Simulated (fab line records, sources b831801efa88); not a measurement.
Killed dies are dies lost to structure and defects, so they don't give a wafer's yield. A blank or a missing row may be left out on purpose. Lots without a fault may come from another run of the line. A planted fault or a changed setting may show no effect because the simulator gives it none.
Tool commonality check | flow gf180mcu | 12 lots, 36 wafers sampled

WHY IT WAS OPENED
At GF_M5_CD_MEAS_07 the reading cd_nm is flagged on 2 of 12 lots. Wafers without a fault read 279.8 nm, standard deviation 1.2.
Rule: a lot is flagged when every wafer of it that has a number lies more than 4 standard deviations from that mean, or none has a number. The other lots count as sound.

lot  | measured     | on        | cd_nm (nm), wafer by wafer | flag
L880 | day 26 14:59 | cd_sem-01 | 279.6 279.0 279.7          |
L881 | day 26 17:25 | cd_sem-02 | 281.2 282.0 280.7          |
L882 | day 26 21:50 | cd_sem-02 | 280.5 280.3 278.4          |
L884 | day 27 19:11 | cd_sem-01 | 280.8 279.0 279.4          |
L885 | day 28 01:44 | cd_sem-02 | 278.9 279.6 279.2          |
L891 | day 30 01:17 | cd_sem-02 | 280.9 281.0 280.9          |
L892 | day 30 07:13 | cd_sem-02 | 260.7 260.2 260.1          | FLAGGED
L893 | day 30 15:28 | cd_sem-02 | 256.9 258.5 257.4          | FLAGGED
L894 | day 30 22:18 | cd_sem-01 | 279.5 279.2 279.7          |
L895 | day 31 06:20 | cd_sem-02 | 279.2 278.9 278.8          |
L897 | day 31 15:17 | cd_sem-01 | 279.5 279.1 279.6          |
L900 | day 32 06:34 | cd_sem-02 | 278.9 279.2 277.8          |
The numbers of the flagged lots are 259.0 nm on average: -20.8 nm against the usual, or -17 standard deviations.

WHICH TOOL RAN EACH LOT
The record holds 3 process steps before the reading, out of a route of 602 steps. In each cell: the tool, then ch and the chambers that the sampled wafers went through, then the start.
lot  | flag    | GF_M4_SPUTTER_04             | GF_V4_CVD_23                  | GF_M5_PEB_05
L880 |         | pvd_sputter-04, day 22 19:59 | cvd_w-01 ch 0,1, day 24 19:35 | litho_track-04 ch 0, day 26 14:39
L881 |         | pvd_sputter-04, day 22 23:14 | cvd_w-01 ch 0,1, day 24 22:01 | litho_track-04 ch 0, day 26 17:04
L882 |         | pvd_sputter-01, day 23 03:16 | cvd_w-02 ch 0,1, day 25 02:34 | litho_track-04 ch 0, day 26 21:30
L884 |         | pvd_sputter-04, day 24 03:26 | cvd_w-01 ch 0,1, day 26 00:20 | litho_track-02 ch 0, day 27 18:50
L885 |         | pvd_sputter-03, day 24 12:32 | cvd_w-01 ch 0,1, day 26 08:53 | litho_track-03 ch 0, day 28 01:23
L891 |         | pvd_sputter-01, day 26 16:59 | cvd_w-02 ch 0,1, day 28 10:40 | litho_track-02 ch 0, day 30 00:56
L892 | FLAGGED | pvd_sputter-03, day 26 21:38 | cvd_w-01 ch 0,1, day 28 16:16 | litho_track-04 ch 0, day 30 06:53
L893 | FLAGGED | pvd_sputter-04, day 27 06:38 | cvd_w-01 ch 0,1, day 29 00:48 | litho_track-04 ch 0, day 30 15:07
L894 |         | pvd_sputter-04, day 27 16:11 | cvd_w-01 ch 0,1, day 29 08:50 | litho_track-02 ch 0, day 30 21:58
L895 |         | pvd_sputter-03, day 28 00:14 | cvd_w-01 ch 0,1, day 29 17:16 | litho_track-02 ch 0, day 31 05:59
L897 |         | pvd_sputter-03, day 28 10:35 | cvd_w-01 ch 0,1, day 30 02:53 | litho_track-02 ch 0, day 31 14:56
L900 |         | pvd_sputter-03, day 29 03:28 | cvd_w-02 ch 0,1, day 30 18:59 | litho_track-03 ch 0, day 32 06:13
What these steps do:
- GF_M4_SPUTTER_04: material TiN, target thk 50 nm, time 41.7 s.
- GF_V4_CVD_23: deposits W, target thk 350 nm, time 104.9 s.
- GF_M5_PEB_05: peb time 90 s.
- GF_M5_CD_MEAS_07: target cd 280 nm.

FLAGGED OVER TOTAL, TOOL BY TOOL (the gauges that took the reading come last)
step             | tool           | lots run | flagged | share of the flagged lots | sound lots run after its first flagged lot
GF_M4_SPUTTER_04 | pvd_sputter-01 | 2        | 0       | none                      | -
GF_M4_SPUTTER_04 | pvd_sputter-03 | 5        | 1       | some                      | 3 (L895,L897,L900)
GF_M4_SPUTTER_04 | pvd_sputter-04 | 5        | 1       | some                      | 1 (L894)
GF_V4_CVD_23     | cvd_w-01       | 9        | 2       | all                       | 3 (L894,L895,L897)
GF_V4_CVD_23     | cvd_w-02       | 3        | 0       | none                      | -
GF_M5_PEB_05     | litho_track-02 | 5        | 0       | none                      | -
GF_M5_PEB_05     | litho_track-03 | 2        | 0       | none                      | -
GF_M5_PEB_05     | litho_track-04 | 5        | 2       | all                       | 0
GF_M5_CD_MEAS_07 | cd_sem-01      | 4        | 0       | none                      | -
GF_M5_CD_MEAS_07 | cd_sem-02      | 8        | 2       | all                       | 2 (L895,L900)

WHAT THE TABLE ALLOWS
3 rows of the table ran every flagged lot: cvd_w-01 at GF_V4_CVD_23, litho_track-04 at GF_M5_PEB_05, cd_sem-02 at GF_M5_CD_MEAS_07.
- cvd_w-01 at GF_V4_CVD_23: 2 of its 9 lots flagged. Sound lots ran on it after the first flagged one (L894, L895, L897), which a lasting fault on the whole tool wouldn't allow.
- litho_track-04 at GF_M5_PEB_05: 2 of its 5 lots flagged. Its last sound lot is L882 (day 26 21:30), its first flagged lot L892 (day 30 06:53): a fault that began between those two fits. Its own readings lie more than 4 standard deviations out on every wafer of the flagged lots: heater_power_total_W, plate_temp_C.
- cd_sem-02 at GF_M5_CD_MEAS_07: 2 of its 8 lots flagged. Sound lots ran on it after the first flagged one (L895, L900), which a lasting fault on the whole tool wouldn't allow.
One tool is left: litho_track-04 at GF_M5_PEB_05.

WHAT THE SIMULATOR HAD PUT IN
Process parameter drift: litho_track-04, from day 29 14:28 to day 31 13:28, at GF_M5_PEB_05. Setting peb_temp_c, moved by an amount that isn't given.
Lots struck among those shown: L892, L893. The rule above found the same.
